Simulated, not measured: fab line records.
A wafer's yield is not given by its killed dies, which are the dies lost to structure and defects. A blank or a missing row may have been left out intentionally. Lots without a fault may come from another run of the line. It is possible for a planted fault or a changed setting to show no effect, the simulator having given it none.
fab line records | flow gf180mcu
record: lots: 12 | wafers: 36 | lastDay: 34
route steps=602 shown STI@16 NWELL@52 LVPWELL@63 MVSD@76
lots that met no fault: from a run of the same line without faults
startH: start of the lot's first displayed wafer, in hours after the record's first day | waitH: hours since the lot's step before | " identical to the entry in the row above | L1.1+2: a row that stands for several wafers | - no value, or no start given | * or withheld: withheld | < > ~ a bound
route shown NAME@n: a module of which the file shows steps, and the number in the route of the first | usual: mean/standard deviation taken from wafers without a fault | same: alike in all rows | chamber/n: place in a boat | sites: per-site readings | _std_site: standard deviation across them | _edge_site: outer sites' mean less inner sites' | radiusMm: for every site, how far away it sits from the centre of the wafer | mask NAME#n: copy n | behind: tool/chamber where the wafer was last shaped | hold: what put the lot on hold/how long, in hours/how the hold closed | device: transistor that didn't switch, given as n, p or np | end of line: tests of these same wafers at the route's end | a step without rows: its recipe alone | killed: the dies lost at the first sort to structure and to defects; this is not the yield of the wafer | map: dies across one wafer; x = killed, . = not, _ = none there
set.NAME: the setting the step ran with; set.NAME@STEP: the setting that earlier step ran with | model.NAME: the simulator's own value behind a step, which no gauge read
a sample of lots followed through the steps of the route, with each step as a table and each wafer as a row
services: the hour from which a tool's chamber was out of use, counted from the record's first day as startH (under 0 if before that day), plus the number of hours and why
== steps ==
step: GF_STI_STRIP_15
recipe: chemistry: O2/N2 | powerW: 1400 | pressureMtorr: 1500 | platenTempC: 250 | o2FlowSccm: 3000 | n2FlowSccm: 300 | overashFraction: 0.5
usual: drypumpMotorCurrentA: 5.9/0.35 | heaterPowerW: 337/18 | oesProductAu: 0.383/0.005 | stripTimeToEndpointS: 3.68/0.045
lot.wafer | tool           | chamber | startH | waitH | drypumpMotorCurrentA | heaterPowerW | oesProductAu | rfHoursCounterH | stripTimeToEndpointS
L780.2    | plasmaAsher-04 | 0       | 25.38  | 0.0   | 6.2                  | 339          | 0.389        | 35              | 3.66
L780.3    | "              | 0       | "      | "     | 6.2                  | 329          | 0.387        | -               | 3.72
L780.5    | "              | 1       | "      | "     | 6.2                  | 335          | 0.379        | -               | 3.58
L781.1    | plasmaAsher-03 | 0       | 30.33  | 0.0   | 6.1                  | 344          | 0.391        | 38              | 3.70
L781.2    | "              | 1       | "      | "     | 5.4                  | 338          | 0.386        | 38              | 3.68
L781.5    | "              | 1       | "      | "     | 5.3                  | 319          | 0.386        | -               | 3.63
L783.2    | plasmaAsher-04 | 0       | 41.80  | 0.0   | 6.2                  | 324          | 0.382        | 37              | 3.64
L783.3    | "              | 1       | "      | "     | 6.2                  | 339          | 0.386        | -               | 3.65
L783.5    | "              | 0       | "      | "     | 6.2                  | 323          | 0.379        | -               | 3.67
L784.1    | plasmaAsher-01 | 0       | 47.13  | 0.0   | 5.7                  | 306          | 0.389        | 25              | 3.70
L784.3    | "              | 0       | "      | "     | 5.7                  | 303          | 0.379        | -               | 3.71
L784.4    | "              | 1       | "      | "     | 5.7                  | 362          | 0.382        | -               | 3.73
L787.2    | plasmaAsher-03 | 1       | 63.58  | 0.0   | 5.3                  | 326          | 0.393        | 42              | 3.69
L787.4    | "              | 0       | "      | "     | 6.1                  | 363          | 0.385        | -               | 3.68
L787.6    | "              | 1       | "      | "     | 5.3                  | 330          | 0.381        | -               | 3.63
L788.2    | plasmaAsher-03 | 1       | 67.13  | 0.0   | 5.3                  | 342          | 0.380        | 42              | 3.65
L788.5    | "              | 0       | "      | "     | 6.1                  | 364          | 0.387        | -               | 3.60
L788.6    | "              | 1       | "      | "     | 5.3                  | 330          | 0.384        | -               | 3.63
L790.1    | plasmaAsher-03 | 1       | 77.33  | 0.0   | 5.3                  | 332          | 0.385        | 44              | 3.69
L790.3    | "              | 0       | "      | "     | 6.1                  | 352          | 0.385        | -               | 3.71
L790.4    | "              | 1       | "      | "     | 5.3                  | 336          | 0.389        | -               | 3.72
L791.1    | plasmaAsher-03 | 0       | 82.30  | 0.0   | 6.1                  | 362          | 0.385        | 44              | 3.64
L791.2    | "              | 1       | "      | "     | 5.3                  | 340          | 0.377        | 44              | 3.67
L791.3    | "              | 1       | "      | "     | 5.3                  | 338          | 0.379        | -               | 3.69
L793.3    | plasmaAsher-03 | 0       | 92.97  | 0.1   | 6.1                  | 356          | 0.371        | -               | 3.71
L793.5    | "              | 1       | "      | "     | 5.3                  | 339          | 0.383        | -               | 3.68
L793.6    | "              | 0       | "      | "     | 6.1                  | 356          | 0.375        | -               | 3.66
L794.1    | plasmaAsher-01 | 0       | 97.08  | 0.0   | 5.7                  | 309          | 0.384        | 29              | 3.71
L794.4    | "              | 0       | "      | "     | 5.7                  | 304          | 0.387        | -               | 3.75
L794.6    | "              | 0       | "      | "     | 5.7                  | 308          | 0.376        | -               | 3.70
L800.1    | plasmaAsher-04 | 1       | 128.25 | 0.0   | 6.2                  | 344          | 0.384        | 45              | 3.72
L800.3    | "              | 0       | "      | "     | 6.2                  | 332          | 0.390        | -               | 3.68
L800.4    | "              | 1       | "      | "     | 6.2                  | 336          | 0.381        | -               | 3.64
L802.1    | plasmaAsher-04 | 1       | 139.20 | 0.0   | 6.2                  | 334          | 0.390        | 46              | 3.64
L802.2    | "              | 0       | "      | "     | 6.2                  | 329          | 0.382        | 46              | 3.62
L802.4    | "              | 0       | "      | "     | 6.2                  | 319          | 0.376        | -               | 3.61
step: GF_NWELL_STRIP_10
recipe: chemistry: O2/N2 | powerW: 1400 | pressureMtorr: 1500 | platenTempC: 250 | o2FlowSccm: 3000 | n2FlowSccm: 300 | overashFraction: 0.5
usual: drypumpMotorCurrentA: 5.57/0.29 | heaterPowerW: 325/28 | oesProductAu: 0.723/0.0043 | stripTimeToEndpointS: 37.05/0.1
lot.wafer | tool           | chamber | startH | waitH | drypumpMotorCurrentA | heaterPowerW | oesProductAu | rfHoursCounterH | stripTimeToEndpointS
L780.2    | plasmaAsher-01 | 1       | 55.35  | 0.1   | 5.78                 | 368          | 0.725        | 26              | 36.89
L780.3    | "              | 1       | "      | "     | 5.78                 | 364          | 0.718        | -               | 36.86
L780.5    | "              | 1       | "      | "     | 5.77                 | 364          | 0.726        | -               | 36.99
L781.1    | plasmaAsher-02 | 0       | 60.64  | 0.1   | 5.38                 | 290          | 0.726        | 41              | 37.08
L781.2    | "              | 1       | "      | "     | 5.17                 | 307          | 0.730        | 41              | 37.08
L781.5    | "              | 0       | "      | "     | 5.37                 | 291          | 0.718        | -               | 37.09
L783.2    | plasmaAsher-03 | 1       | 72.40  | 0.1   | 5.33                 | 333          | 0.718        | 43              | 37.07
L783.3    | "              | 1       | "      | "     | 5.32                 | 339          | 0.725        | -               | 37.05
L783.5    | "              | 1       | "      | "     | 5.31                 | 340          | 0.720        | -               | 37.04
L784.1    | plasmaAsher-01 | 0       | 78.70  | 0.1   | 5.74                 | 312          | 0.722        | 27              | 36.81
L784.3    | "              | 0       | "      | "     | 5.73                 | 309          | 0.720        | -               | 36.79
L784.4    | "              | 1       | "      | "     | 5.76                 | 382          | 0.722        | -               | 36.81
L787.2    | plasmaAsher-01 | 0       | 95.55  | 0.1   | 5.77                 | 298          | 0.722        | 28              | 37.19
L787.4    | "              | 1       | "      | "     | 5.77                 | 355          | 0.720        | -               | 37.18
L787.6    | "              | 1       | "      | "     | 5.77                 | 361          | 0.720        | -               | 37.22
L788.2    | plasmaAsher-01 | 1       | 99.19  | 0.1   | 5.79                 | 365          | 0.721        | 29              | 37.05
L788.5    | "              | 1       | "      | "     | 5.74                 | 360          | 0.724        | -               | 36.85
L788.6    | "              | 0       | "      | "     | 5.78                 | 304          | 0.720        | -               | 36.98
L790.1    | plasmaAsher-01 | 1       | 110.50 | 0.1   | 5.73                 | 366          | 0.720        | 30              | 37.03
L790.3    | "              | 0       | "      | "     | 5.77                 | 309          | 0.726        | -               | 37.07
L790.4    | "              | 1       | "      | "     | 5.76                 | 367          | 0.719        | -               | 37.14
L791.1    | plasmaAsher-01 | 1       | 115.10 | 0.1   | 5.74                 | 367          | 0.726        | 31              | 36.98
L791.2    | "              | 0       | "      | "     | 5.78                 | 305          | 0.720        | 31              | 37.08
L791.3    | "              | 0       | "      | "     | 5.78                 | 314          | 0.717        | -               | 36.85
L793.3    | plasmaAsher-02 | 1       | 128.87 | 0.1   | 5.16                 | 313          | 0.727        | -               | 36.99
L793.5    | "              | 0       | "      | "     | 5.39                 | 289          | 0.722        | -               | 37.12
L793.6    | "              | 1       | "      | "     | 5.18                 | 312          | 0.721        | -               | 37.03
L794.1    | plasmaAsher-02 | 1       | 133.66 | 0.1   | 5.17                 | 316          | 0.723        | 2               | 37.09
L794.4    | "              | 1       | "      | "     | 5.16                 | 317          | 0.725        | -               | 37.12
L794.6    | "              | 1       | "      | "     | 5.16                 | 314          | 0.727        | -               | 37.20
L800.1    | plasmaAsher-01 | 0       | 164.49 | 0.1   | 5.75                 | 310          | 0.725        | 36              | 37.06
L800.3    | "              | 1       | "      | "     | 5.76                 | 358          | 0.715        | -               | 37.05
L800.4    | "              | 0       | "      | "     | 5.77                 | 310          | 0.724        | -               | 36.97
L802.1    | plasmaAsher-02 | 0       | 175.89 | 0.1   | 5.40                 | 292          | 0.730        | 6               | 37.11
L802.2    | "              | 1       | "      | "     | 5.16                 | 311          | 0.721        | 6               | 37.17
L802.4    | "              | 1       | "      | "     | 5.16                 | 313          | 0.719        | -               | 37.07
step: GF_LVPWELL_IMPLANT_09
recipe: species: B | energyKev: 60 | doseCm2: 5e+12 | tiltDeg: 0
same: implantIonAmu: 11
lot.wafer  | tool         | chamber | startH | waitH
L780.2+3+5 | implanter-01 | 0       | 68.52  | 0.1
L781.1+2+5 | implanter-03 | 0       | 73.80  | 0.1
L783.2+3+5 | implanter-02 | 0       | 85.87  | 0.1
L784.1+3+4 | implanter-01 | 0       | 91.89  | 0.1
L787.2+4+6 | implanter-03 | 0       | 109.72 | 0.1
L788.2+5+6 | implanter-03 | 0       | 114.27 | 0.1
L790.1+3+4 | implanter-02 | 0       | 125.54 | 0.1
L791.1+2+3 | implanter-02 | 0       | 130.39 | 0.1
L793.3+5+6 | implanter-02 | 0       | 144.14 | 0.1
L794.1+4+6 | implanter-03 | 0       | 149.39 | 0.1
L800.1+3+4 | implanter-02 | 0       | 181.24 | 0.1
L802.1+2+4 | implanter-02 | 0       | 192.09 | 0.1
step: GF_MVSD_STRIP_10
recipe: chemistry: O2/N2 | powerW: 1400 | pressureMtorr: 1500 | platenTempC: 250 | o2FlowSccm: 3000 | n2FlowSccm: 300 | overashFraction: 0.5
usual: drypumpMotorCurrentA: 5.9/0.33 | heaterPowerW: 336/19 | oesProductAu: 0.723/0.0045 | stripTimeToEndpointS: 36.95/0.097
lot.wafer | tool           | chamber | startH | waitH | drypumpMotorCurrentA | heaterPowerW | oesProductAu | rfHoursCounterH | stripTimeToEndpointS
L780.2    | plasmaAsher-01 | 0       | 82.72  | 0.1   | 5.8                  | 307          | 0.719        | 27              | 36.89
L780.3    | "              | 0       | "      | "     | 5.7                  | 318          | 0.721        | -               | 36.86
L780.5    | "              | 1       | "      | "     | 5.7                  | 358          | 0.722        | -               | 36.91
L781.1    | plasmaAsher-03 | 1       | 87.70  | 0.1   | 5.3                  | 331          | 0.723        | 45              | 36.88
L781.2    | "              | 0       | "      | "     | 6.1                  | 364          | 0.717        | 45              | 36.87
L781.5    | "              | 0       | "      | "     | 6.1                  | 355          | 0.716        | -               | 37.03
L783.2    | plasmaAsher-04 | 1       | 100.19 | 0.1   | 6.2                  | 332          | 0.717        | 42              | 37.04
L783.3    | "              | 1       | "      | "     | 6.2                  | 335          | 0.720        | -               | 37.04
L783.5    | "              | 1       | "      | "     | 6.2                  | 331          | 0.726        | -               | 36.95
L784.1    | plasmaAsher-01 | 1       | 106.35 | 0.1   | 5.8                  | 363          | 0.717        | 29              | 37.10
L784.3    | "              | 1       | "      | "     | 5.8                  | 366          | 0.720        | -               | 37.15
L784.4    | "              | 0       | "      | "     | 5.8                  | 313          | 0.725        | -               | 37.00
L787.2    | plasmaAsher-01 | 0       | 124.59 | 0.1   | 5.7                  | 302          | 0.726        | 32              | 36.87
L787.4    | "              | 0       | "      | "     | 5.8                  | 306          | 0.718        | -               | 36.75
L787.6    | "              | 0       | "      | "     | 5.8                  | 306          | 0.715        | -               | 36.93
L788.2    | plasmaAsher-04 | 1       | 128.99 | 0.1   | 6.2                  | 335          | 0.723        | 45              | 36.93
L788.5    | "              | 1       | "      | "     | 6.2                  | 326          | 0.721        | -               | 37.00
L788.6    | "              | 0       | "      | "     | 6.2                  | 326          | 0.720        | -               | 36.90
L790.1    | plasmaAsher-03 | 1       | 140.81 | 0.1   | 5.3                  | 337          | 0.720        | 51              | 36.96
L790.3    | "              | 1       | "      | "     | 5.3                  | 335          | 0.725        | -               | 36.88
L790.4    | "              | 0       | "      | "     | 6.1                  | 361          | 0.727        | -               | 37.01
L791.1    | plasmaAsher-01 | 1       | 146.99 | 0.1   | 5.8                  | 360          | 0.722        | 34              | 36.87
L791.2    | "              | 0       | "      | "     | 5.8                  | 300          | 0.717        | 34              | 37.03
L791.3    | "              | 1       | "      | "     | 5.8                  | 363          | 0.729        | -               | 36.95
L793.3    | plasmaAsher-01 | 1       | 160.45 | 0.1   | 5.8                  | 363          | 0.728        | -               | 37.09
L793.5    | "              | 0       | "      | "     | 5.8                  | 303          | 0.720        | -               | 37.02
L793.6    | "              | 1       | "      | "     | 5.8                  | 362          | 0.728        | -               | 37.12
L794.1    | plasmaAsher-04 | 0       | 165.44 | 0.1   | 6.3                  | 325          | 0.726        | 49              | 37.15
L794.4    | "              | 1       | "      | "     | 6.2                  | 325          | 0.718        | -               | 36.99
L794.6    | "              | 1       | "      | "     | 6.2                  | 337          | 0.723        | -               | 37.04
L800.1    | plasmaAsher-04 | 1       | 199.06 | 0.1   | 6.2                  | 329          | 0.736        | 52              | 36.92
L800.3    | "              | 0       | "      | "     | 6.3                  | 321          | 0.729        | -               | 36.93
L800.4    | "              | 1       | "      | "     | 6.2                  | 330          | 0.717        | -               | 36.93
L802.1    | plasmaAsher-03 | 1       | 209.84 | 0.1   | 5.3                  | 338          | 0.730        | 59              | 37.03
L802.2    | "              | 0       | "      | "     | 6.1                  | 356          | 0.726        | 59              | 36.77
L802.4    | "              | 1       | "      | "     | 5.3                  | 335          | 0.720        | -               | 36.71
step: GF_VT_IMPLANT_RS_MEAS_48
recipe: thkMeasGauge: four-point-probe
usual: LVPWELL_RS: 1198.0/2.9
lot.wafer | tool         | chamber | startH | waitH | LVPWELL_RS[ohm/sq]
L780.2    | filmMetro-04 | -       | 156.94 | 0.1   | 1198.6
L780.3    | "            | -       | "      | "     | 1199.5
L780.5    | "            | -       | "      | "     | 1200.9
L781.1    | filmMetro-01 | -       | 161.75 | 0.1   | 1199.5
L781.2    | "            | -       | "      | "     | 1200.7
L781.5    | "            | -       | "      | "     | 1200.1
L783.2    | filmMetro-04 | -       | 178.73 | 0.1   | 1199.7
L783.3    | "            | -       | "      | "     | 1201.2
L783.5    | "            | -       | "      | "     | 1198.9
L784.1    | filmMetro-02 | -       | 185.59 | 0.1   | 1196.9
L784.3    | "            | -       | "      | "     | 1198.9
L784.4    | "            | -       | "      | "     | 1196.2
L787.2    | filmMetro-01 | -       | 206.49 | 0.1   | 1193.8
L787.4    | "            | -       | "      | "     | 1194.8
L787.6    | "            | -       | "      | "     | 1193.0
L788.2    | filmMetro-01 | -       | 211.43 | 0.1   | 1201.4
L788.5    | "            | -       | "      | "     | 1197.2
L788.6    | "            | -       | "      | "     | 1198.4
L790.1    | filmMetro-02 | -       | 224.69 | 0.1   | 1197.2
L790.3    | "            | -       | "      | "     | 1194.8
L790.4    | "            | -       | "      | "     | 1195.5
L791.1    | filmMetro-02 | -       | 232.56 | 0.1   | 1199.3
L791.2    | "            | -       | "      | "     | 1196.4
L791.3    | "            | -       | "      | "     | 1196.5
L793.3    | filmMetro-02 | -       | 248.75 | 0.1   | 1196.1
L793.5    | "            | -       | "      | "     | 1193.9
L793.6    | "            | -       | "      | "     | 1195.8
L794.1    | filmMetro-01 | -       | 254.64 | 0.1   | 1196.5
L794.4    | "            | -       | "      | "     | 1196.7
L794.6    | "            | -       | "      | "     | 1195.5
L800.1    | filmMetro-04 | -       | 292.52 | 0.1   | 1215.7
L800.3    | "            | -       | "      | "     | 1215.6
L800.4    | "            | -       | "      | "     | 1219.3
L802.1    | filmMetro-04 | -       | 306.54 | 0.1   | 1216.5
L802.2    | "            | -       | "      | "     | 1213.9
L802.4    | "            | -       | "      | "     | 1214.6
== services ==
tool           | chamber | startH | hours | kind
implanter-03   | -       | 2.77   | 2.6   | pm
implanter-02   | -       | 3.98   | 2.3   | repair
plasmaAsher-02 | -       | 15.15  | 0.9   | repair
implanter-02   | -       | 18.12  | 2.7   | repair
plasmaAsher-04 | -       | 28.83  | 4.9   | repair
implanter-01   | -       | 56.35  | 2.2   | pm
plasmaAsher-01 | -       | 59.18  | 14.6  | pm
plasmaAsher-04 | -       | 89.74  | 9.3   | repair
implanter-01   | -       | 101.84 | 3.3   | repair
plasmaAsher-02 | -       | 108.75 | 9.0   | pm
plasmaAsher-02 | 0       | 108.75 | 9.0   | ventCycle
plasmaAsher-02 | 1       | 108.75 | 9.0   | ventCycle
plasmaAsher-01 | -       | 112.02 | 0.3   | repair
plasmaAsher-02 | 0       | 117.75 | -     | clean
plasmaAsher-02 | 1       | 117.75 | -     | clean
implanter-01   | -       | 124.37 | 2.7   | pm
plasmaAsher-04 | -       | 144.62 | 2.2   | repair
implanter-02   | -       | 147.46 | 7.1   | pm
plasmaAsher-02 | -       | 153.22 | 0.8   | repair
implanter-03   | -       | 191.19 | 3.5   | repair
plasmaAsher-02 | -       | 196.07 | 6.6   | repair
== key ==
firstSign: step: GF_VT_IMPLANT_RS_MEAS_48 | reading: LVPWELL_RS | direction: up | sigmas: 6.1 | usual: 1198.0 | struck: 1216.0
effect none on later readings
metAt GF_LVPWELL_IMPLANT_09
struckLots L800,L802
testerLeftOut L800,L802
notActingAt GF_STI_STRIP_15,GF_NWELL_STRIP_10,GF_MVSD_STRIP_10
onsetBetween 144.14 181.24
alsoFits time
fault: kind: processParameterDrift | tool: implanter-02 | chamber: - | onsetH: 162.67 | steps: GF_LVPWELL_IMPLANT_09 | channel: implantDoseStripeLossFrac | offset: 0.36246 | shape: step | endH: 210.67
testerLeftOut: of these lots the tester's yield and bins aren't shown, on N5 and GAA mostly nor the transistor test; their killed dies are dies lost to structure and defects alone, not to doping, threshold or leakage, so they don't give the yield
